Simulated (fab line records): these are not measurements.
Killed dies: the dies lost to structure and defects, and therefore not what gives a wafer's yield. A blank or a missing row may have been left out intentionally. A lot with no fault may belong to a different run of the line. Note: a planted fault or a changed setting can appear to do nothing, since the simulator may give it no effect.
The tool behind it: which one? || flow sky130 || 38 wafers from 13 lots sampled at 5 of the route's 708 steps

== WHAT THE GAUGES READ, wafer by wafer ==
SKY_SD_P_TW_MEAS_11. Usual: for SD_P_TW the level is 2837 and the standard deviation is 19.
{"lot": "L157", "measured": "day 25 10:23", "on": "filmMetro-02", "SD_P_TW": "2849 2836 2833", "flag": ""}
{"lot": "L158", "measured": "day 25 19:13", "on": "filmMetro-02", "SD_P_TW": "2850 2854 2830", "flag": ""}
{"lot": "L159", "measured": "day 26 10:34", "on": "filmMetro-04", "SD_P_TW": "2811 2822 2828", "flag": ""}
{"lot": "L161", "measured": "day 27 04:05", "on": "filmMetro-03", "SD_P_TW": "2868 2852 2848", "flag": ""}
{"lot": "L160", "measured": "day 27 05:25", "on": "filmMetro-04", "SD_P_TW": "2795 2818 2827", "flag": ""}
{"lot": "L163", "measured": "day 27 09:59", "on": "filmMetro-03", "SD_P_TW": "2868 2852 2849", "flag": ""}
{"lot": "L164", "measured": "day 28 05:41", "on": "filmMetro-04", "SD_P_TW": "2811 2815 2824", "flag": ""}
{"lot": "L166", "measured": "day 28 11:34", "on": "filmMetro-03", "SD_P_TW": "2853 2847 2859", "flag": ""}
{"lot": "L167", "measured": "day 28 23:53", "on": "filmMetro-03", "SD_P_TW": "2851 2846 2835", "flag": ""}
{"lot": "L169", "measured": "day 29 21:01", "on": "filmMetro-03", "SD_P_TW": "2829 2845", "flag": ""}
{"lot": "L171", "measured": "day 30 05:55", "on": "filmMetro-03", "SD_P_TW": "2867 2843 2864", "flag": ""}
{"lot": "L178", "measured": "day 32 05:07", "on": "filmMetro-03", "SD_P_TW": "2855 2842 2838", "flag": ""}
{"lot": "L179", "measured": "day 32 13:35", "on": "filmMetro-02", "SD_P_TW": "2832 2846 2821", "flag": ""}

SKY_RES_XHIGH_TW_MEAS_09. Usual: for RES_XHIGH_TW the level is 1649 and the standard deviation is 13.
{"lot": "L157", "measured": "day 26 15:11", "on": "filmMetro-04", "RES_XHIGH_TW": "1634 1635 1642", "flag": ""}
{"lot": "L158", "measured": "day 27 00:20", "on": "filmMetro-04", "RES_XHIGH_TW": "1641 1636 1638", "flag": ""}
{"lot": "L159", "measured": "day 27 15:13", "on": "filmMetro-03", "RES_XHIGH_TW": "1656 1666 1663", "flag": ""}
{"lot": "L161", "measured": "day 28 08:24", "on": "filmMetro-04", "RES_XHIGH_TW": "1623 1624 1624", "flag": ""}
{"lot": "L160", "measured": "day 28 09:17", "on": "filmMetro-04", "RES_XHIGH_TW": "1628 1634 1630", "flag": ""}
{"lot": "L163", "measured": "day 28 13:55", "on": "filmMetro-03", "RES_XHIGH_TW": "1657 1650 1655", "flag": ""}
{"lot": "L164", "measured": "day 29 09:05", "on": "filmMetro-04", "RES_XHIGH_TW": "1631 1630 1640", "flag": ""}
{"lot": "L166", "measured": "day 29 15:29", "on": "filmMetro-03", "RES_XHIGH_TW": "1656 1658 1659", "flag": ""}
{"lot": "L167", "measured": "day 30 02:56", "on": "filmMetro-02", "RES_XHIGH_TW": "1650 1655 1658", "flag": ""}
{"lot": "L169", "measured": "day 31 01:08", "on": "filmMetro-02", "RES_XHIGH_TW": "1643 1653", "flag": ""}
{"lot": "L171", "measured": "day 31 09:49", "on": "filmMetro-04", "RES_XHIGH_TW": "1638 1640 1636", "flag": ""}
{"lot": "L178", "measured": "day 33 07:17", "on": "filmMetro-02", "RES_XHIGH_TW": "1646 1652 1650", "flag": ""}
{"lot": "L179", "measured": "day 33 16:29", "on": "filmMetro-03", "RES_XHIGH_TW": "1668 1662 1659", "flag": ""}

SKY_METAL1_THK_MEAS_06: measures by xrf. Usual: for METAL1_ALCU_THK the level is 251.5 nm and the standard deviation is 2.5.
{"lot": "L157", "measured": "day 31 13:57", "on": "filmMetro-03", "METAL1_ALCU_THK (nm)": "254.4 254.8 256.3", "flag": ""}
{"lot": "L158", "measured": "day 31 22:16", "on": "filmMetro-01", "METAL1_ALCU_THK (nm)": "254.4 252.0 254.2", "flag": ""}
{"lot": "L159", "measured": "day 32 11:43", "on": "filmMetro-03", "METAL1_ALCU_THK (nm)": "251.0 249.0 251.3", "flag": ""}
{"lot": "L161", "measured": "day 33 05:25", "on": "filmMetro-03", "METAL1_ALCU_THK (nm)": "252.9 252.8 252.3", "flag": ""}
{"lot": "L160", "measured": "day 33 05:41", "on": "filmMetro-01", "METAL1_ALCU_THK (nm)": "252.1 248.4 251.1", "flag": ""}
{"lot": "L163", "measured": "day 33 09:16", "on": "filmMetro-03", "METAL1_ALCU_THK (nm)": "254.8 252.8 253.2", "flag": ""}
{"lot": "L164", "measured": "day 34 03:44", "on": "filmMetro-01", "METAL1_ALCU_THK (nm)": "252.1 250.7 251.2", "flag": ""}
{"lot": "L166", "measured": "day 34 10:07", "on": "filmMetro-01", "METAL1_ALCU_THK (nm)": "251.1 249.7 254.7", "flag": ""}
{"lot": "L167", "measured": "day 34 20:56", "on": "filmMetro-03", "METAL1_ALCU_THK (nm)": "253.7 250.6 251.6", "flag": ""}
{"lot": "L169", "measured": "day 35 19:13", "on": "filmMetro-01", "METAL1_ALCU_THK (nm)": "248.1 248.6", "flag": ""}
{"lot": "L171", "measured": "day 36 02:19", "on": "filmMetro-03", "METAL1_ALCU_THK (nm)": "250.7 251.3 250.9", "flag": ""}
{"lot": "L178", "measured": "day 37 21:52", "on": "filmMetro-03", "METAL1_ALCU_THK (nm)": "254.0 255.2 255.8", "flag": ""}
{"lot": "L179", "measured": "day 38 06:25", "on": "filmMetro-03", "METAL1_ALCU_THK (nm)": "248.8 250.6 251.8", "flag": ""}

== EACH LOT AND THE TOOL THAT RAN IT (in order: tool; ch and the chambers of the sampled wafers; start) ==
{"lot": "L157", "SKY_CONTACT_COAT_09": "lithoTrack-03 ch 0, day 30 21:00", "SKY_CONTACT_STRIP_19": "plasmaAsher-04 ch 0,1, day 31 12:22"}
{"lot": "L158", "SKY_CONTACT_COAT_09": "lithoTrack-04 ch 0, day 31 06:00", "SKY_CONTACT_STRIP_19": "plasmaAsher-03 ch 0,1, day 31 20:44"}
{"lot": "L159", "SKY_CONTACT_COAT_09": "lithoTrack-02 ch 0, day 31 20:00", "SKY_CONTACT_STRIP_19": "plasmaAsher-03 ch 0,1, day 32 10:07"}
{"lot": "L161", "SKY_CONTACT_COAT_09": "lithoTrack-04 ch 0, day 32 13:00", "SKY_CONTACT_STRIP_19": "plasmaAsher-03 ch 0,1, day 33 03:32"}
{"lot": "L160", "SKY_CONTACT_COAT_09": "lithoTrack-02 ch 0, day 32 14:00", "SKY_CONTACT_STRIP_19": "plasmaAsher-04 ch 0,1, day 33 04:07"}
{"lot": "L163", "SKY_CONTACT_COAT_09": "lithoTrack-02 ch 0, day 32 18:00", "SKY_CONTACT_STRIP_19": "plasmaAsher-04 ch 0,1, day 33 07:43"}
{"lot": "L164", "SKY_CONTACT_COAT_09": "lithoTrack-04 ch 0, day 33 11:00", "SKY_CONTACT_STRIP_19": "plasmaAsher-04 ch 0,1, day 34 02:13"}
{"lot": "L166", "SKY_CONTACT_COAT_09": "lithoTrack-03 ch 0, day 33 19:00", "SKY_CONTACT_STRIP_19": "plasmaAsher-03 ch 0,1, day 34 08:20"}
{"lot": "L167", "SKY_CONTACT_COAT_09": "lithoTrack-03 ch 0, day 34 05:00", "SKY_CONTACT_STRIP_19": "plasmaAsher-02 ch 0,1, day 34 19:26"}
{"lot": "L169", "SKY_CONTACT_COAT_09": "lithoTrack-03 ch 0, day 35 04:00", "SKY_CONTACT_STRIP_19": "plasmaAsher-03 ch 1, day 35 17:43"}
{"lot": "L171", "SKY_CONTACT_COAT_09": "lithoTrack-02 ch 0, day 35 11:00", "SKY_CONTACT_STRIP_19": "plasmaAsher-04 ch 0,1, day 36 00:47"}
{"lot": "L178", "SKY_CONTACT_COAT_09": "lithoTrack-04 ch 0, day 37 07:00", "SKY_CONTACT_STRIP_19": "plasmaAsher-02 ch 0,1, day 37 20:16"}
{"lot": "L179", "SKY_CONTACT_COAT_09": "lithoTrack-02 ch 0, day 37 15:00", "SKY_CONTACT_STRIP_19": "plasmaAsher-02 ch 0,1, day 38 04:53"}
- SKY_CONTACT_COAT_09: resist thk 450 nm.
- SKY_CONTACT_STRIP_19: strips in O2/N2.

== WHAT THE TOOLS THEMSELVES READ (means of the sampled wafers that have a number; where no wafer has one, the mark that the record gives instead) ==
SKY_CONTACT_COAT_09. Usual: dispensePressureKPa reads 46.6 kPa (standard deviation 2.6).
{"lot": "L157", "tool": "lithoTrack-03", "dispensePressureKPa (kPa)": 49.5, "flag": ""}
{"lot": "L158", "tool": "lithoTrack-04", "dispensePressureKPa (kPa)": 43.2, "flag": ""}
{"lot": "L159", "tool": "lithoTrack-02", "dispensePressureKPa (kPa)": 45.9, "flag": ""}
{"lot": "L161", "tool": "lithoTrack-04", "dispensePressureKPa (kPa)": 43.2, "flag": ""}
{"lot": "L160", "tool": "lithoTrack-02", "dispensePressureKPa (kPa)": 45.9, "flag": ""}
{"lot": "L163", "tool": "lithoTrack-02", "dispensePressureKPa (kPa)": 45.9, "flag": ""}
{"lot": "L164", "tool": "lithoTrack-04", "dispensePressureKPa (kPa)": 43.2, "flag": ""}
{"lot": "L166", "tool": "lithoTrack-03", "dispensePressureKPa (kPa)": 49.5, "flag": ""}
{"lot": "L167", "tool": "lithoTrack-03", "dispensePressureKPa (kPa)": 49.5, "flag": ""}
{"lot": "L169", "tool": "lithoTrack-03", "dispensePressureKPa (kPa)": 49.4, "flag": ""}
{"lot": "L171", "tool": "lithoTrack-02", "dispensePressureKPa (kPa)": 45.9, "flag": ""}
{"lot": "L178", "tool": "lithoTrack-04", "dispensePressureKPa (kPa)": 43.1, "flag": ""}
{"lot": "L179", "tool": "lithoTrack-02", "dispensePressureKPa (kPa)": 45.9, "flag": ""}

SKY_CONTACT_STRIP_19. Usual: drypumpMotorCurrentA 5.3 A, standard deviation 0.46; oesProductAu 0.381 a.u., standard deviation 0.0046; stripTimeToEndpointS 3.61 s, standard deviation 0.031.
{"lot": "L157", "tool": "plasmaAsher-04", "drypumpMotorCurrentA (A)": 5.4, "oesProductAu (a.u.)": 0.382, "stripTimeToEndpointS (s)": 3.62, "flag": ""}
{"lot": "L158", "tool": "plasmaAsher-03", "drypumpMotorCurrentA (A)": 5.7, "oesProductAu (a.u.)": 0.381, "stripTimeToEndpointS (s)": 3.67, "flag": ""}
{"lot": "L159", "tool": "plasmaAsher-03", "drypumpMotorCurrentA (A)": 5.4, "oesProductAu (a.u.)": 0.380, "stripTimeToEndpointS (s)": 3.60, "flag": ""}
{"lot": "L161", "tool": "plasmaAsher-03", "drypumpMotorCurrentA (A)": 5.4, "oesProductAu (a.u.)": 0.381, "stripTimeToEndpointS (s)": 3.64, "flag": ""}
{"lot": "L160", "tool": "plasmaAsher-04", "drypumpMotorCurrentA (A)": 5.3, "oesProductAu (a.u.)": 0.382, "stripTimeToEndpointS (s)": 3.58, "flag": ""}
{"lot": "L163", "tool": "plasmaAsher-04", "drypumpMotorCurrentA (A)": 5.3, "oesProductAu (a.u.)": 0.382, "stripTimeToEndpointS (s)": 3.59, "flag": ""}
{"lot": "L164", "tool": "plasmaAsher-04", "drypumpMotorCurrentA (A)": 5.3, "oesProductAu (a.u.)": 0.384, "stripTimeToEndpointS (s)": 3.65, "flag": ""}
{"lot": "L166", "tool": "plasmaAsher-03", "drypumpMotorCurrentA (A)": 5.4, "oesProductAu (a.u.)": 0.386, "stripTimeToEndpointS (s)": 3.60, "flag": ""}
{"lot": "L167", "tool": "plasmaAsher-02", "drypumpMotorCurrentA (A)": 4.8, "oesProductAu (a.u.)": 0.378, "stripTimeToEndpointS (s)": 3.60, "flag": ""}
{"lot": "L169", "tool": "plasmaAsher-03", "drypumpMotorCurrentA (A)": 5.0, "oesProductAu (a.u.)": 0.396, "stripTimeToEndpointS (s)": 3.87, "flag": "OFF"}
{"lot": "L171", "tool": "plasmaAsher-04", "drypumpMotorCurrentA (A)": 5.3, "oesProductAu (a.u.)": 0.381, "stripTimeToEndpointS (s)": 3.60, "flag": ""}
{"lot": "L178", "tool": "plasmaAsher-02", "drypumpMotorCurrentA (A)": 4.9, "oesProductAu (a.u.)": 0.380, "stripTimeToEndpointS (s)": 3.62, "flag": ""}
{"lot": "L179", "tool": "plasmaAsher-02", "drypumpMotorCurrentA (A)": 4.8, "oesProductAu (a.u.)": 0.375, "stripTimeToEndpointS (s)": 3.57, "flag": ""}

== THE ANSWER, worked out from the rows above alone ==
Rule: take the mean of a lot's wafers that have a number; if it is more than 3 standard deviations from the usual mean, the lot is off. A lot without any number at a reading at which 4 lots or more have one is off too. The other lots that the step has rows for count as sound. After the gauges, taken in route order, come the tools' own readings; for these a lot's mean is taken, as printed above. The first step at which some lot is off is used, and at that step the reading that is off furthest; a lot without a number counts as furthest.
Off: L169 (SKY_CONTACT_STRIP_19, stripTimeToEndpointS).
A tool fits if, at that step or a process step before it, it ran every lot that is off, and no sound lot after the first of them. Undecided on this evidence; 2 tools fit (lithoTrack-03 at SKY_CONTACT_COAT_09, plasmaAsher-03 at SKY_CONTACT_STRIP_19).

== WHAT THE SIMULATOR PUT IN ==
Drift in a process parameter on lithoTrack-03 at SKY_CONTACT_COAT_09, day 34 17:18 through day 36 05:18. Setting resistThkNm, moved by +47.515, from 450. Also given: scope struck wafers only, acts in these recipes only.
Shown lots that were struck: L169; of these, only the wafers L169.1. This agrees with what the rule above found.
